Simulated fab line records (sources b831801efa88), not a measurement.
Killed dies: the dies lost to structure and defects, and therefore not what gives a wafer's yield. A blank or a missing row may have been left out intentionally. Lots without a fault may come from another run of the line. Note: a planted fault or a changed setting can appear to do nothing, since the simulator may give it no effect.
A lot that was struck, set against a sound lot	flow sky130	16 out of 708 route steps
Sound: the wafers L832.1, L832.3, L832.6. Struck: wafers L845.2, L845.4. The cause is given at the end.
Each step with rows lists, per side, the tool, then ch with its chambers, then its first start. Under that, the readings that differ: sound wafers	struck wafers	difference of the means	sigmas: that difference in standard deviations of wafers without a fault.
alike: readings with means less than 2 such deviations apart, plus words and numbers identical on both sides. not compared: withheld readings, readings lacking a value on some wafer, bounds such as >300 that could conceal the same value, and numbers that have no deviation in the record and whose values overlap.
Wherever a step has rows on one side only, a row that says differs or no value, or a row with sigmas, the two part there. Non-overlapping numbers with no deviation appear without sigmas and do not part them. Lack of a reading on every wafer of one side parts them only where that side has two or more wafers.

first, 2 steps without rows for these wafers: SKY_METAL4_PEB_11; SKY_METAL4_DEVELOP_12 (develop time 60 s).
SKY_METAL4_CD_MEAS_13: the cd target is 300 nm.
  sound: cdSem-01 at day 42 02:24; struck: cdSem-01 at day 46 01:08
  alike: cdNm
SKY_METAL4_OVL_MEAS_14:
  sound: overlay-02 at day 42 02:31; struck: overlay-02 at day 46 01:14
  alike: METAL4_OVL
SKY_METAL4_DESCUM_15: chemistry O2, time 8 s.
  sound on rieMetal-02 ch 0,1, day 42 02:34; struck on rieMetal-04 ch 0,1, day 46 01:16
  alike: drypumpMotorCurrentA, oesProductAu
  not compared: rfHoursCounterH
SKY_METAL4_ETCH_16: etches BARC in N2/H2, stops on SiO2, time 88.2 s, target depth 60 nm.
  sound on rieMetal-02 ch 0,1, day 42 02:35; struck on rieMetal-04 ch 0,1, day 46 01:18
  alike: biasW, drypumpMotorCurrentA, oesProductAu, throttleValvePct
  not compared: rfHoursCounterH
SKY_METAL4_ETCH_17: etches SiO2 in C4F8/O2/Ar, stops on TiN, time 3.9 s, target depth 15 nm.
  sound on rieDiel-01 ch 1,2, day 42 02:41; struck on rieDiel-02 ch 0,1, day 46 01:23
  alike: biasW, oesProductAu
  not compared: rfHoursCounterH
then, 1 step without rows for these wafers: SKY_METAL4_METAL_ETCH_18 (etches the open film in Cl2/BCl3, stops on SiO2, target depth 845 nm, time 183.1 s).
SKY_METAL4_STRIP_19: strips in O2/N2.
  sound on plasmaAsher-01 ch 0, day 42 02:53; struck on plasmaAsher-01 ch 0,1, day 46 01:35
reading	sound	struck	difference	sigmas
oesProductAu (a.u.)	0.483 0.483 0.500	0.513 0.507	+0.021	+3
stripTimeToEndpointS (s)	6.29 6.25 6.24	6.64 6.59	+0.36	+4
  alike: drypumpMotorCurrentA
  not compared: rfHoursCounterH
then, 3 steps without rows for these wafers: SKY_METAL4_STRIP_20 (strips in post etch residue remover, time 1200 s); SKY_METAL4_CLEAN_21 (cleans in IPA, time 180 s); SKY_METAL4_CLEAN_22 (cleans in O3/DIW).
SKY_VIA4_HDPCVD_00: deposits SiO2, target thk 1750 nm, time 291.7 s.
  sound on hdpcvd-02 ch 0,1,2, day 42 03:34; struck on hdpcvd-02 ch 1,2, day 46 02:13
reading	sound	struck	difference	sigmas
runLengthS (s)	320.4 319.1 319.4	240.3 240.4	-79.3	-99 or more
susceptorTempC (C)	399.91 399.78 399.87	- -	no value on the struck wafers	
model.SiO2_of_VIA4_HDPCVD_00.thkNm (nm)	1740 1727 1725	1299 1251	-456	
  alike: sih4FlowSccm
SKY_VIA4_THK_MEAS_01:
  sound: filmMetro-01 at day 42 03:44; struck: filmMetro-01 at day 46 02:25
reading	sound	struck	difference	sigmas
VIA4_HDPCVD_THK (nm)	1740 1729 1726	1298 1251	-457	-24
SKY_VIA4_CMP_02: polishes SiO2.
  sound on cmp-02 ch 0,2,3, day 42 03:54; struck on cmp-02 ch 1,3, day 46 02:32
  alike: motorCurrentA, retainingRingPressureFrac
-- the record jumps here: 3 days lie between the struck wafers' starts before and after (it left off in module VIA4 and takes up again in module PAD_OPEN, whose first step shown is number 708 of the route) --
SKY_PAD_OPEN_PROBE_99:
  sound: prober-01 at day 46 02:23; struck: prober-02 at day 49 11:35
reading	sound	struck	difference	sigmas
model.etest.tester.sortNPass	397 397 421	337 287	-93	
model.etest.tester.sortYieldPct (%)	80.69 80.69 85.57	68.5 58.33	-18.9	
model.etest.tester.sort_bin_3_pct (%)	1.016 0.813 0.6098	14.02 26.02	+19.21	
model.etest.met5Comb.leakLog10AUm	-12.01 -11.87 -12	-8.597 -7.754	+3.784	
model.etest.tester.sort_bin_8_pct (%)	0 0 0	0.001955 0.0002175	+0.001086	
model.etest.tester.sort_bin_4_pct (%)	0 0 0	2.576e-14 1.401e-13	+8.293e-14	
  alike: defectLimitedYield, killed_at_M0_to_M3, killed_at_M4_up, killedAtContacts, killedAtFrontEnd, killedAtOther, killedDies, killedOpen, killedShort

== WHERE THEY PART ==
Last at SKY_VIA4_THK_MEAS_01 as far as this record goes, first at SKY_METAL4_STRIP_19. Later steps at which nothing parts them and some readings are alike: SKY_VIA4_CMP_02, SKY_PAD_OPEN_PROBE_99.

WHY: whatever the simulator had introduced
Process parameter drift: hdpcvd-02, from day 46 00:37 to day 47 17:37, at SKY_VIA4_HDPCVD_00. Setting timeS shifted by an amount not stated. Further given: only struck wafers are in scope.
